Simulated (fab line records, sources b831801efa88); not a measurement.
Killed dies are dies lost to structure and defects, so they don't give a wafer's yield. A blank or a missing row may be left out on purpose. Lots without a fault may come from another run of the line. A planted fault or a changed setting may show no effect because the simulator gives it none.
Which tool did it? | flow gf180mcu | 12 lots, 36 wafers sampled, at 1 step of a route of 602

WHAT THE GAUGES READ, wafer by wafer
GF_M2_RS_MEAS_05: measures by four-point-probe.
lot  | measured     | on            | M2_ALCU_RS (ohm/sq)
L075 | day 18 15:54 | film_metro-04 | 0.0698 0.0695 0.0689
L077 | day 19 04:54 | film_metro-04 | 0.0682 0.0676 0.0674
L080 | day 20 18:37 | film_metro-03 | 0.0702 0.0695 0.0697
L081 | day 21 00:10 | film_metro-03 | 0.0691 0.0686 0.0696
L083 | day 22 00:33 | film_metro-03 | 0.0688 0.0688 0.0689
L084 | day 22 07:22 | film_metro-04 | 0.0678 0.0688 0.0682
L087 | day 22 16:34 | film_metro-04 | 0.0681 0.0691 0.0688
L090 | day 24 03:21 | film_metro-04 | 0.0693 0.0699 0.0687
L091 | day 24 21:39 | film_metro-03 | 0.0697 0.0690 0.0697
L093 | day 24 23:31 | film_metro-04 | 0.0708 0.0690 0.0700
L096 | day 26 00:58 | film_metro-01 | 0.0687 0.0702 0.0697
L097 | day 26 09:04 | film_metro-04 | 0.0690 0.0687 0.0689

WHICH TOOL RAN EACH LOT (tool, then ch and the chambers of the sampled wafers, then the start)
The record holds no process step before these readings.

THE ANSWER, worked out from the rows above alone
Rule: what is usual is taken from the lots themselves. Put in order of their means at a reading, lots are off if they are a third of the lots or fewer, leave a main group of 4 or more, and stand apart from it by a gap of 3 or more times the standard deviation of the main group's means; of several such gaps the widest counts. A main group whose means are all the same, to the digits that the tables above print for the reading, isn't used. A lot without any number at a reading at which 4 lots or more have one is off too. The other lots that the step has rows for count as sound.
No lot is off at any reading shown: from this, nothing can be told.

WHAT THE SIMULATOR HAD PUT IN
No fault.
